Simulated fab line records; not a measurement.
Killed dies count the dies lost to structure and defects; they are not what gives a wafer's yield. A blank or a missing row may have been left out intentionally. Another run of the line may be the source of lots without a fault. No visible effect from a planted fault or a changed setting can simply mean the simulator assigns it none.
Commonality check across tools + flow gf180mcu + Lots sampled 12, wafers sampled 45

## WHY THIS WAS OPENED
3 of 12 lots carry a flag on the reading VT_IMPLANT_4_TW at GF_VT_IMPLANT_TW_MEAS_43. No-fault wafers: 692, standard deviation 6.1.
Rule: a lot is flagged when every wafer of it that has a number lies more than 4 standard deviations from that mean, or none has a number. All remaining lots are regarded as sound.

| lot  | measured     | on            | VT_IMPLANT_4_TW, wafer by wafer | flag    |
|------|--------------|---------------|---------------------------------|---------|
| L197 | day 7 15:46  | film_metro-03 | 694 690 694                     |         |
| L201 | day 9 00:53  | film_metro-02 | 684 689 685                     |         |
| L204 | day 10 03:14 | film_metro-02 | 691 692 693                     |         |
| L207 | day 10 08:01 | film_metro-04 | 30 31 30 30 30 30               | FLAGGED |
| L208 | day 10 17:53 | film_metro-04 | 30 30 30 30 30 30               | FLAGGED |
| L209 | day 11 05:08 | film_metro-03 | 30 30 30 30 30 30               | FLAGGED |
| L213 | day 12 07:10 | film_metro-04 | 694 696 698                     |         |
| L214 | day 12 10:35 | film_metro-03 | 691 685 689                     |         |
| L215 | day 12 22:09 | film_metro-04 | 700 698 697                     |         |
| L216 | day 13 03:06 | film_metro-02 | 691 690 693                     |         |
| L219 | day 14 00:53 | film_metro-04 | 694 693 691                     |         |
| L220 | day 14 10:15 | film_metro-02 | 684 685 687                     |         |
Flagged lots average 30: -662 relative to the usual, that is -99 or more standard deviations.

## TOOL THAT RAN EACH LOT
2 process steps preceding the reading are held in the record, out of 602 steps in the route. Each cell gives the tool, then ch followed by the chambers the sampled wafers passed through, then the start.
| lot  | flag    | GF_VT_IMPLANT_STRIP_31               | GF_VT_IMPLANT_STRIP_42               |
|------|---------|--------------------------------------|--------------------------------------|
| L197 |         | plasma_asher-03 ch 0,1, day 6 23:44  | plasma_asher-03 ch 1, day 7 15:39    |
| L201 |         | plasma_asher-01 ch 0, day 8 07:12    | plasma_asher-01 ch 0, day 9 00:47    |
| L204 |         | plasma_asher-01 ch 0, day 9 08:51    | plasma_asher-01 ch 0,1, day 10 03:08 |
| L207 | FLAGGED | plasma_asher-01 ch 0, day 9 13:12    | plasma_asher-01 ch 0,1, day 10 07:54 |
| L208 | FLAGGED | plasma_asher-02 ch 0,1, day 9 23:35  | plasma_asher-02 ch 0,1, day 10 17:47 |
| L209 | FLAGGED | plasma_asher-01 ch 0,1, day 10 10:05 | plasma_asher-03 ch 0,1, day 11 05:02 |
| L213 |         | plasma_asher-01 ch 0,1, day 11 11:35 | plasma_asher-02 ch 0,1, day 12 07:04 |
| L214 |         | plasma_asher-02 ch 0,1, day 11 14:32 | plasma_asher-01 ch 0,1, day 12 10:29 |
| L215 |         | plasma_asher-02 ch 0,1, day 11 23:14 | plasma_asher-01 ch 0,1, day 12 22:02 |
| L216 |         | plasma_asher-01 ch 0,1, day 12 06:38 | plasma_asher-02 ch 0,1, day 13 02:59 |
| L219 |         | plasma_asher-03 ch 0,1, day 13 04:44 | plasma_asher-02 ch 0,1, day 14 00:49 |
| L220 |         | plasma_asher-01 ch 0,1, day 13 12:50 | plasma_asher-02 ch 0,1, day 14 10:08 |
What the steps here do:
- GF_VT_IMPLANT_STRIP_31: strips in O2/N2.
- GF_VT_IMPLANT_STRIP_42: strips in O2/N2.
- GF_VT_IMPLANT_TW_MEAS_43

## FLAGGED OVER TOTAL, TOOL BY TOOL (the gauges that took the reading come last)
| step                     | tool            | lots run | flagged | share of the flagged lots | sound lots run after its first flagged lot |
|--------------------------|-----------------|----------|---------|---------------------------|--------------------------------------------|
| GF_VT_IMPLANT_STRIP_31   | plasma_asher-01 | 7        | 2       | some                      | 3 (L213,L216,L220)                         |
| GF_VT_IMPLANT_STRIP_31   | plasma_asher-02 | 3        | 1       | some                      | 2 (L214,L215)                              |
| GF_VT_IMPLANT_STRIP_31   | plasma_asher-03 | 2        | 0       | none                      | -                                          |
| GF_VT_IMPLANT_STRIP_42   | plasma_asher-01 | 5        | 1       | some                      | 2 (L214,L215)                              |
| GF_VT_IMPLANT_STRIP_42   | plasma_asher-02 | 5        | 1       | some                      | 4 (L213,L216,L219,L220)                    |
| GF_VT_IMPLANT_STRIP_42   | plasma_asher-03 | 2        | 1       | some                      | 0                                          |
| GF_VT_IMPLANT_TW_MEAS_43 | film_metro-02   | 4        | 0       | none                      | -                                          |
| GF_VT_IMPLANT_TW_MEAS_43 | film_metro-03   | 3        | 1       | some                      | 1 (L214)                                   |
| GF_VT_IMPLANT_TW_MEAS_43 | film_metro-04   | 5        | 2       | some                      | 3 (L213,L215,L219)                         |

## THE TABLE: WHAT IT ALLOWS
No row of the table ran every flagged lot.

## WHAT THE SIMULATOR HAD PUT IN
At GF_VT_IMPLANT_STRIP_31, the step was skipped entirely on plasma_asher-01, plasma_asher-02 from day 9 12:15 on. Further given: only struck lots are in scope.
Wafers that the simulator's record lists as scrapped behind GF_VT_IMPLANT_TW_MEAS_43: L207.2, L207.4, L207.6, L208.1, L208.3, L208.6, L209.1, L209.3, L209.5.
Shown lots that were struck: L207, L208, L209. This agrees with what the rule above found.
